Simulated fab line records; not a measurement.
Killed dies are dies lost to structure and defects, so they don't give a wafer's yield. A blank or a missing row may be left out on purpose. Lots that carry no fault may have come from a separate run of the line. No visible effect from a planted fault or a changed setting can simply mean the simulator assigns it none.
fab line records	flow gf180mcu
record lots=7	wafers=21	lastDay=34
route steps=602 shown V4@490
lots with no fault: from the same line, run without faults
startH: hours from the record's first day to the start of the lot's first wafer shown	waitH: time in hours since the lot's previous step	" unchanged from the row above	L1.1+2: a single row standing in for several wafers	- value missing, or start not given	* or withheld: withheld	< > ~ a bound
route shown NAME@n: NAME is a module with steps in the file, n the number in the route of the first one	usual: mean and standard deviation over wafers with no fault	same: alike in all rows	chamber/n: place in a boat	sites: each site's reading	_std_site: the standard deviation of these	_edge_site: mean of outer sites minus mean of inner sites	radiusMm: for every site, how far away it sits from the centre of the wafer	mask NAME#n: copy n	behind: tool/chamber where the wafer was last shaped	hold: the reason the lot was held/the length of the hold in hours/how it ended	device: the transistor (n, p or np) that didn't switch	end of line: tests run on the same wafers once the route is complete	where a step has no rows: the recipe by itself	killed: count of dies lost to structure and defects at first sort (not the wafer's yield)	map: shows each die of a wafer: x if killed, . if not, _ if none is there
set.NAME: the setting the step ran with; set.NAME@STEP: the setting that earlier step ran with	model.NAME: the simulator's own value behind a step, which no gauge read
certain route steps with their lots: each step a table, each wafer a row
services: when a tool's chamber went out of use (startH, in hours from the record's first day, below 0 if earlier), for how many hours, and the reason
## steps
# step GF_V4_CD_MEAS_14
# recipe targetCdNm=260
# usual cdNm=259.8/1.1
lot.wafer	tool	chamber	startH	waitH	cdNm
L656.2	cdSem-01	-	560.18	0.2	258.3
L656.3	"	-	"	"	258.7
L656.4	"	-	"	"	259.0
L660.1	cdSem-02	-	592.45	0.1	261.5
L660.4	"	-	"	"	262.4
L660.6	"	-	"	"	261.3
L666.2	cdSem-02	-	644.14	0.2	260.6
L666.5	"	-	"	"	260.6
L666.6	"	-	"	"	260.4
L668.1	cdSem-01	-	670.23	0.1	260.4
L668.2	"	-	"	"	259.7
L668.3	"	-	"	"	260.9
L669.1	cdSem-02	-	673.48	0.1	260.4
L669.2	"	-	"	"	261.3
L669.6	"	-	"	"	260.6
L675.1	cdSem-01	-	703.13	0.1	259.5
L675.2	"	-	"	"	260.9
L675.5	"	-	"	"	260.1
L678.1	cdSem-02	-	721.25	0.1	260.9
L678.2	"	-	"	"	259.6
L678.5	"	-	"	"	259.8
# step GF_V4_OVL_MEAS_15
# usual V4_OVL=2/6.1
lot.wafer	tool	chamber	startH	waitH	V4_OVL[nm]
L656.2	overlay-02	-	560.28	0.1	9
L656.3	"	-	"	"	11
L656.4	"	-	"	"	10
L660.1	overlay-01	-	592.57	0.1	7
L660.4	"	-	"	"	2
L660.6	"	-	"	"	6
L666.2	overlay-02	-	644.25	0.1	-4
L666.5	"	-	"	"	-3
L666.6	"	-	"	"	-10
L668.1	overlay-02	-	670.35	0.1	-5
L668.2	"	-	"	"	3
L668.3	"	-	"	"	0
L669.1	overlay-02	-	673.60	0.1	0
L669.2	"	-	"	"	2
L669.6	"	-	"	"	1
L675.1	overlay-01	-	703.25	0.1	0
L675.2	"	-	"	"	4
L675.5	"	-	"	"	5
L678.1	overlay-02	-	721.37	0.1	-10
L678.2	"	-	"	"	0
L678.5	"	-	"	"	-3
# step GF_V4_ETCH_16
# recipe chemistry=N2/H2	targetDepthA=withheld	overetchA=withheld	timeS=withheld	target=BARC	ionEnergyEv=200	sourceW=500	biasW=100	pressureMtorr=30	n2FlowSccm=100	h2FlowSccm=200
# usual drypumpMotorCurrentA=5.7/0.43	oesProductAu=0.856/0.0045	throttleValvePct=13.225/0.0089
lot.wafer	tool	chamber	startH	waitH	drypumpMotorCurrentA	oesProductAu	throttleValvePct
L656.2	rieDiel-03	3	560.31	0.0	5.7	0.859	13.227
L656.3	"	0	"	"	5.1	0.860	13.230
L656.4	"	1	"	"	5.6	0.865	13.237
L660.1	rieDiel-04	0	592.61	0.0	5.6	0.854	13.224
L660.4	"	1	"	"	5.5	0.850	13.230
L660.6	"	2	"	"	6.5	0.856	13.219
L666.2	rieDiel-02	2	644.28	0.0	5.5	0.856	13.216
L666.5	"	1	"	"	5.3	0.856	13.240
L666.6	"	2	"	"	5.5	0.855	13.228
L668.1	rieDiel-03	0	670.39	0.0	5.1	0.854	13.221
L668.2	"	3	"	"	5.7	0.860	13.221
L668.3	"	2	"	"	5.3	0.854	13.207
L669.1	rieDiel-03	3	673.64	0.0	5.7	0.859	13.220
L669.2	"	1	"	"	5.6	0.859	13.230
L669.6	"	0	"	"	5.1	0.859	13.217
L675.1	rieDiel-04	1	703.29	0.0	5.4	0.857	13.226
L675.2	"	3	"	"	5.9	0.851	13.228
L675.5	"	0	"	"	5.6	0.849	13.210
L678.1	rieDiel-03	2	721.41	0.0	5.2	0.858	13.230
L678.2	"	3	"	"	5.7	0.856	13.236
L678.5	"	2	"	"	5.3	0.858	13.230
# step GF_V4_ETCH_17
# recipe chemistry=C4F8/O2/Ar	maskMaterial=KrF	target=SiO2	stopOn=TiN	sourceW=1500	biasW=1200	pressureMtorr=40	c4f8FlowSccm=withheld	O2_flow_sccm=6	Ar_flow_sccm=300	timeS=withheld	targetDepthA=6300
# usual oesProductAu=0.863/0.0045
lot.wafer	tool	chamber	startH	waitH	oesProductAu
L656.2	rieDiel-03	3	-	-	0.863
L656.3	"	0	"	"	0.859
L656.4	"	1	"	"	0.863
L660.1	rieDiel-04	0	-	-	0.871
L660.4	"	1	"	"	0.867
L660.6	"	2	"	"	0.859
L666.2	rieDiel-02	2	-	-	0.864
L666.5	"	1	"	"	0.863
L666.6	"	2	"	"	0.853
L668.1	rieDiel-03	0	-	-	0.866
L668.2	"	3	"	"	0.860
L668.3	"	2	"	"	0.855
L669.1	rieDiel-03	3	-	-	0.856
L669.2	"	1	"	"	0.864
L669.6	"	0	"	"	0.865
L675.1	rieDiel-04	1	-	-	0.869
L675.2	"	3	"	"	0.869
L675.5	"	0	"	"	0.868
L678.1	rieDiel-03	2	-	-	0.868
L678.2	"	3	"	"	0.859
L678.5	"	2	"	"	0.872
# step GF_V4_STRIP_18
# recipe chemistry=O2/N2	powerW=1400	pressureMtorr=1500	platenTempC=250	o2FlowSccm=3000	n2FlowSccm=300	overashFraction=0.5
# usual drypumpMotorCurrentA=6.1/0.54	heaterPowerW=354/41	oesProductAu=0.600/0.0042
# same overashFraction=0.5
lot.wafer	tool	chamber	startH	waitH	drypumpMotorCurrentA	heaterPowerW	oesProductAu	rfHoursCounterH
L656.2	plasmaAsher-04	1	560.44	-	6.2	332	0.601	96
L656.3	"	0	"	"	6.1	315	0.603	-
L656.4	"	1	"	"	6.2	331	0.596	-
L660.1	plasmaAsher-04	0	592.74	-	6.1	301	0.601	100
L660.4	"	0	"	"	6.1	303	0.596	-
L660.6	"	1	"	"	6.2	324	0.589	-
L666.2	plasmaAsher-01	1	644.41	-	6.7	362	0.598	82
L666.5	"	0	"	"	4.7	312	0.603	-
L666.6	"	1	"	"	6.8	363	0.599	-
L668.1	plasmaAsher-02	0	670.52	-	6.0	394	0.596	61
L668.2	"	1	"	"	6.6	413	0.604	61
L668.3	"	1	"	"	6.6	419	0.607	-
L669.1	plasmaAsher-04	1	673.77	-	6.2	337	0.608	108
L669.2	"	0	"	"	6.1	313	0.588	108
L669.6	"	1	"	"	6.2	328	0.601	-
L675.1	plasmaAsher-02	0	703.42	-	6.0	390	0.603	64
L675.2	"	1	"	"	6.6	412	0.596	64
L675.5	"	1	"	"	6.6	410	0.603	-
L678.1	plasmaAsher-02	0	721.54	-	6.0	389	0.604	66
L678.2	"	1	"	"	6.5	411	0.603	66
L678.5	"	1	"	"	6.6	414	0.598	-
# step GF_V4_STRIP_19
# recipe chemistry=postEtchResidueRemover	timeS=1200	tempC=72.5
# step GF_V4_CLEAN_20
# recipe chemistry=DIW	dry=n2Spin
# step GF_V4_SPUTTER_21
# recipe material=Ti	targetThkNm=15	chamberPressurePa=5	powerW=2500	substrateTempC=200	timeS=80.02
# step GF_V4_SPUTTER_22
# recipe material=TiN	targetThkNm=10	chamberPressurePa=5	powerW=4000	timeS=40
# usual throttleValvePct=29.9/1.4
# same timeS=40
lot.wafer	tool	chamber	startH	waitH	throttleValvePct
L656.2	pvdSputter-01	-	561.04	0.0	30.0
L656.3	"	-	"	"	32.3
L656.4	"	-	"	"	28.9
L660.1	pvdSputter-03	-	593.34	0.0	30.8
L660.4	"	-	"	"	30.0
L660.6	"	-	"	"	30.2
L666.2	pvdSputter-03	-	645.00	0.0	27.5
L666.5	"	-	"	"	30.4
L666.6	"	-	"	"	30.3
L668.1	pvdSputter-01	-	671.15	0.0	29.3
L668.2	"	-	"	"	30.1
L668.3	"	-	"	"	32.3
L669.1	pvdSputter-04	-	674.40	0.0	30.3
L669.2	"	-	"	"	29.6
L669.6	"	-	"	"	30.2
L675.1	pvdSputter-01	-	704.01	0.0	28.9
L675.2	"	-	"	"	29.1
L675.5	"	-	"	"	29.2
L678.1	pvdSputter-04	-	722.14	0.0	29.3
L678.2	"	-	"	"	29.6
L678.5	"	-	"	"	31.3
# step GF_V4_CVD_23
# recipe material=W	targetThkNm=350	timeS=104.9	tempC=400	pressureTorr=40
# usual chamberPressureTorr=40.02/0.074	heaterPowerW=841/45
# same timeS=104.9
lot.wafer	tool	chamber	startH	waitH	chamberPressureTorr	heaterPowerW
L656.2	cvdW-01	1	561.11	0.1	40.00	863
L656.3	"	1	"	"	40.09	852
L656.4	"	1	"	"	40.14	866
L660.1	cvdW-02	0	593.38	0.0	40.03	770
L660.4	"	0	"	"	39.96	748
L660.6	"	1	"	"	39.95	875
L666.2	cvdW-02	0	645.04	0.0	40.13	756
L666.5	"	0	"	"	40.02	787
L666.6	"	1	"	"	40.20	887
L668.1	cvdW-02	1	671.18	0.0	39.98	887
L668.2	"	0	"	"	40.01	790
L668.3	"	1	"	"	39.99	883
L669.1	cvdW-01	0	674.43	0.0	40.06	899
L669.2	"	1	"	"	40.08	863
L669.6	"	0	"	"	39.90	857
L675.1	cvdW-02	1	704.05	0.0	39.95	872
L675.2	"	0	"	"	40.04	779
L675.5	"	1	"	"	39.96	883
L678.1	cvdW-01	1	722.18	0.0	40.11	887
L678.2	"	0	"	"	39.98	875
L678.5	"	0	"	"	39.92	895
# step GF_V4_RS_MEAS_24
# recipe thkMeasGauge=four-point-probe	reads=W_of_V4_CVD_23+TiN_of_V4_SPUTTER_22+Ti_of_V4_SPUTTER_21
# usual V4_W_RS=0.327/0.0039
lot.wafer	tool	chamber	startH	waitH	V4_W_RS[ohm/sq]
L656.2	filmMetro-01	-	561.32	0.2	0.328
L656.3	"	-	"	"	0.323
L656.4	"	-	"	"	0.321
L660.1	filmMetro-04	-	593.49	0.1	0.326
L660.4	"	-	"	"	0.324
L660.6	"	-	"	"	0.321
L666.2	filmMetro-04	-	645.17	0.1	0.331
L666.5	"	-	"	"	0.336
L666.6	"	-	"	"	0.326
L668.1	filmMetro-03	-	671.30	0.1	0.321
L668.2	"	-	"	"	0.330
L668.3	"	-	"	"	0.324
L669.1	filmMetro-03	-	674.55	0.1	0.330
L669.2	"	-	"	"	0.327
L669.6	"	-	"	"	0.334
L675.1	filmMetro-01	-	704.17	0.1	0.322
L675.2	"	-	"	"	0.329
L675.5	"	-	"	"	0.322
L678.1	filmMetro-04	-	722.29	0.1	0.326
L678.2	"	-	"	"	0.330
L678.5	"	-	"	"	0.333
# step GF_V4_THK_MEAS_25
# recipe thkMeasGauge=xrf	reads=W_of_V4_CVD_23
# usual V4_W_THK=344/4.8
lot.wafer	tool	chamber	startH	waitH	V4_W_THK[nm]
L656.2	filmMetro-01	-	561.43	0.1	341
L656.3	"	-	"	"	349
L656.4	"	-	"	"	347
L660.1	filmMetro-04	-	593.61	0.1	345
L660.4	"	-	"	"	349
L660.6	"	-	"	"	352
L666.2	filmMetro-04	-	645.28	0.1	337
L666.5	"	-	"	"	334
L666.6	"	-	"	"	342
L668.1	filmMetro-03	-	671.42	0.1	354
L668.2	"	-	"	"	347
L668.3	"	-	"	"	351
L669.1	filmMetro-03	-	674.67	0.1	340
L669.2	"	-	"	"	343
L669.6	"	-	"	"	338
L675.1	filmMetro-01	-	704.29	0.1	352
L675.2	"	-	"	"	347
L675.5	"	-	"	"	352
L678.1	filmMetro-04	-	722.41	0.1	339
L678.2	"	-	"	"	340
L678.5	"	-	"	"	333
# step GF_V4_CMP_26
# recipe stopOn=SiO2	downForcePsi=3.5	platenRpm=60	tOverpolishS=15	targetThkNm=0	padVelocityMS=0.94248
# usual motorCurrentA=11.0/1.2	overpolishRunS=15.001/0.009	retainingRingPressureFrac=0.999/0.0051	slurryFlowMlMin=150.0/0.48	timeToEndpointS=85/3.2
lot.wafer	tool	chamber	startH	waitH	motorCurrentA	overpolishRunS	retainingRingPressureFrac	slurryFlowMlMin	timeToEndpointS
L656.3	cmp-01	0	561.53	0.1	11.2	14.997	1.000	149.8	92
L656.4	"	1	"	"	11.4	14.994	0.996	150.2	89
L656.2	"	2	"	"	11.6	15.013	1.004	149.0	90
L660.1	cmp-02	1	593.72	0.1	10.0	15.010	1.002	150.0	78
L660.4	"	3	"	"	9.0	15.000	1.004	149.9	84
L660.6	"	1	"	"	10.8	14.996	0.992	149.9	87
L666.2	cmp-01	0	645.46	0.2	11.0	0.040	1.006	149.7	129
L666.5	"	2	"	"	11.8	0.035	1.005	150.2	127
L666.6	"	3	"	"	10.6	0.042	1.003	150.0	130
L668.3	cmp-01	2	671.53	0.1	11.9	0.048	1.001	150.7	131
L668.1	"	3	"	"	10.6	0.038	1.005	149.8	132
L668.2	"	0	"	"	11.3	0.043	1.002	150.4	129
L669.2	cmp-01	2	674.78	0.1	12.2	0.044	1.000	150.3	130
L669.1	"	0	"	"	11.2	0.035	0.998	150.3	129
L669.6	"	1	"	"	11.3	0.043	0.997	150.1	128
L675.2	cmp-02	0	704.35	0.0	13.2	15.005	0.995	151.0	85
L675.1	"	1	"	"	10.1	14.997	0.993	150.4	82
L675.5	"	1	"	"	10.0	14.985	0.996	149.8	81
L678.2	cmp-02	1	722.52	0.1	10.3	15.000	1.003	149.8	79
L678.1	"	3	"	"	8.8	15.005	1.000	149.6	85
L678.5	"	1	"	"	10.6	15.008	1.004	149.7	82
## services
tool	chamber	startH	hours	kind
rieDiel-04	1	536.84	4.8	repair
cmp-02	-	543.25	2.3	repair
plasmaAsher-04	-	546.46	0.9	repair
rieDiel-04	1	549.27	5.1	repair
rieDiel-04	3	552.65	2.6	repair
cmp-01	-	552.71	1.8	repair
cvdW-01	0	555.33	8.1	repair
cvdW-01	-	568.91	4.3	pm
cmp-02	-	572.19	4.0	pm
rieDiel-04	2	578.32	1.3	repair
rieDiel-04	3	579.22	17.4	repair
rieDiel-03	1	579.91	8.8	repair
plasmaAsher-02	-	588.08	0.8	repair
cmp-02	-	588.27	0.6	repair
pvdSputter-01	-	598.81	3.0	repair
cmp-02	-	603.78	0.2	repair
rieDiel-03	3	606.93	14.0	repair
plasmaAsher-04	-	610.75	1.7	repair
cmp-01	-	611.37	12.7	repair
pvdSputter-01	-	621.42	2.4	repair
plasmaAsher-04	-	624.27	4.4	pm
cmp-01	-	647.21	3.6	pm
rieDiel-03	-	688.75	0.8	repair
rieDiel-03	2	714.30	5.3	repair
## key
firstSign step=GF_V4_CMP_26	reading=overpolishRunS	direction=down	sigmas=99+	usual=15.001	struck=0.041
effect step=GF_V4_CMP_26	reading=timeToEndpointS	direction=up	sigmas=14	usual=*	struck=*
metAt GF_V4_CMP_26
struckWafers L666.2,L666.5,L666.6,L668.1,L668.2,L668.3,L669.1,L669.2,L669.6
laterRowsLeftOut L666.2,L666.5,L666.6,L668.1,L668.2,L668.3,L669.1,L669.2,L669.6
sortLeftOut L666.2,L666.5,L666.6,L668.1,L668.2,L668.3,L669.1,L669.2,L669.6
testerLeftOut L666
onsetBetween 561.53 645.46
earlierFault kind=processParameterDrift	tool=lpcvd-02	chamber=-	onsetH=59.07	steps=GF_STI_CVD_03	channel=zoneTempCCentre	offset=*	shape=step	endH=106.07
earlierFault kind=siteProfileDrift	tool=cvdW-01	chamber=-	onsetH=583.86	steps=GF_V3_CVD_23	basis=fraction	maxAbsDrift=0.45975	slopeSharePerHr=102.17	sitePattern=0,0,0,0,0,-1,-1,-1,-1
fault kind=processParameterDrift	tool=cmp-01	chamber=-	onsetH=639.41	steps=GF_V4_CMP_26	channel=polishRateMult	offset=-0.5	shape=step
# testerLeftOut: of these lots the tester's yield and bins aren't shown, on N5 and GAA mostly nor the transistor test; their killed dies are dies lost to structure and defects alone, not to doping, threshold or leakage, so they don't give the yield
# sortLeftOut: the simulated sort isn't trusted on such a fault, so these wafers' sort isn't shown, and their yield isn't known
# laterRowsLeftOut: the simulator's readings of these wafers behind a module that went badly wrong aren't trusted and aren't shown, but for the sort
